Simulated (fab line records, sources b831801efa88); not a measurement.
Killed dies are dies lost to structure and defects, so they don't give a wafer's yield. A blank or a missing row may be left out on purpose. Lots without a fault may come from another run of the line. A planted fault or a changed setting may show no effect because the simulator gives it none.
Which tool did it? | flow sky130 | 24 lots, 72 wafers sampled, at 1 step of a route of 708

WHAT THE GAUGES READ, wafer by wafer
SKY_POLY_CUT_OVL_MEAS_09.
lot  | measured     | on         | POLY_CUT_OVL (nm)
L074 | day 25 14:25 | overlay-02 | 3 4 3
L076 | day 25 18:02 | overlay-02 | -4 1 0
L075 | day 25 18:16 | overlay-02 | -2 0 -3
L077 | day 25 18:28 | overlay-01 | -10 -7 -13
L078 | day 25 20:11 | overlay-01 | -1 -1 4
L079 | day 25 20:19 | overlay-02 | -1 1 4
L080 | day 26 21:02 | overlay-02 | 2 5 1
L081 | day 26 22:31 | overlay-01 | 4 1 -1
L082 | day 27 04:22 | overlay-01 | -3 3 1
L083 | day 27 09:49 | overlay-01 | 0 0 0
L085 | day 27 21:11 | overlay-02 | -3 -2 -5
L084 | day 28 00:13 | overlay-02 | -2 -6 -6
L086 | day 28 13:01 | overlay-02 | 0 9 6
L087 | day 28 14:55 | overlay-02 | 1 5 1
L088 | day 28 21:37 | overlay-02 | 0 -9 1
L089 | day 29 06:50 | overlay-02 | 2 3 1
L090 | day 30 01:01 | overlay-02 | -7 3 -5
L091 | day 30 03:34 | overlay-02 | -1 -4 -3
L092 | day 30 20:10 | overlay-02 | -8 -10 -6
L093 | day 30 20:40 | overlay-01 | -5 -5 -3
L094 | day 31 06:38 | overlay-02 | 0 -4 1
L095 | day 31 10:19 | overlay-01 | 4 1 7
L096 | day 31 14:04 | overlay-01 | -8 6 -6
L097 | day 32 01:53 | overlay-02 | -3 -5 -6

WHICH TOOL RAN EACH LOT (tool, then ch and the chambers of the sampled wafers, then the start)
The record holds no process step before these readings.

WHAT THE TOOLS THEMSELVES READ (means of the sampled wafers that have a number; where no wafer has one, the mark that the record gives instead)
The record holds no such reading with a usual standard deviation.

THE ANSWER, worked out from the rows above alone
Rule: what is usual is taken from the lots themselves. Put in order of their means at a reading, lots are off if they are a third of the lots or fewer, leave a main group of 4 or more, and stand apart from it by a gap of 3 or more times the standard deviation of the main group's means; of several such gaps the widest counts. A main group whose means are all the same, to the digits that the tables above print for the reading, isn't used. A lot without any number at a reading at which 4 lots or more have one is off too. The other lots that the step has rows for count as sound. The gauges are gone through in route order, then the tools' own readings, and for those a lot's mean is taken as printed above. The first step at which some lot is off is used, and at that step the reading that is off furthest; a lot without a number counts as furthest.
No lot is off at any reading shown: from this, nothing can be told.

WHAT THE SIMULATOR HAD PUT IN
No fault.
